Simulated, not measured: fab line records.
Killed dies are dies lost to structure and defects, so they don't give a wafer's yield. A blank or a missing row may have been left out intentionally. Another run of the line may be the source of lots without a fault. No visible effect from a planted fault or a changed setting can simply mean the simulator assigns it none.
The same fault as seen by 2 desks ; flow sky130 ; each desk holds nothing but its own numbers, with what lay behind them at the end

DESK OF THE TOOL OWNER: litho track-02
The tool's own readings at SKY_VT_ADJUST_NCORE_DEVELOP_06 (develop time 60 s): means of the sampled wafers that have a number, for each lot that ran on this tool. If a lot's mean is further than 4 standard deviations from the usual mean, the lot is out of limits and carries the mark OUT (the distance appears in the brackets).
Columns: A = exhaust pa at SKY_VT_ADJUST_NCORE_DEVELOP_06, usual 45.0 Pa; B = resist line temp C at SKY_VT_ADJUST_NCORE_DEVELOP_06, usual 22.99 C
lot;first seen here;A;B
L105;day 8 13:04;44.4;22.86
L106;day 8 21:59;44.8;23.01
L108;day 9 16:37;44.7;22.99
L109;day 9 18:32;45.4;22.71
L110;day 10 04:32;45.5;22.83
L111;day 10 09:16;45.1;23.02
L117;day 12 03:08;45.7;23.12
L125;day 14 04:07;45.2;22.83
L126;day 14 09:43;46.0;23.01
This desk's verdict: no lot among the 9 shows anything out of limits.

THE METROLOGY DESK
What the gauges read for every lot (on any tool): the sampled wafers with a number, averaged. If a lot's mean is further than 4 standard deviations from the usual mean, the lot is out of limits and carries the mark OUT (the distance appears in the brackets).
Columns: A = cd nm at SKY_VT_ADJUST_NCORE_CD_MEAS_07, usual 380.2 nm
lot;first seen here;A
L105;day 8 13:13;378.3
L106;day 8 22:08;383.0
L107;day 9 06:11;385.1
L108;day 9 16:46;381.7
L109;day 9 18:41;377.8
L110;day 10 04:40;382.1
L111;day 10 09:25;379.2
L117;day 12 03:17;375.9
L122;day 13 07:42;379.9
L125;day 14 04:16;371.4
L126;day 14 09:52;372.7
L128;day 14 23:58;376.6
This desk's verdict: no lot among the 12 shows anything out of limits.

TAKEN TOGETHER
The tool owner's desk saw nothing out of limits.
At the metrology desk, nothing out of limits was observed.

WHAT WAS PUT IN BY THE SIMULATOR
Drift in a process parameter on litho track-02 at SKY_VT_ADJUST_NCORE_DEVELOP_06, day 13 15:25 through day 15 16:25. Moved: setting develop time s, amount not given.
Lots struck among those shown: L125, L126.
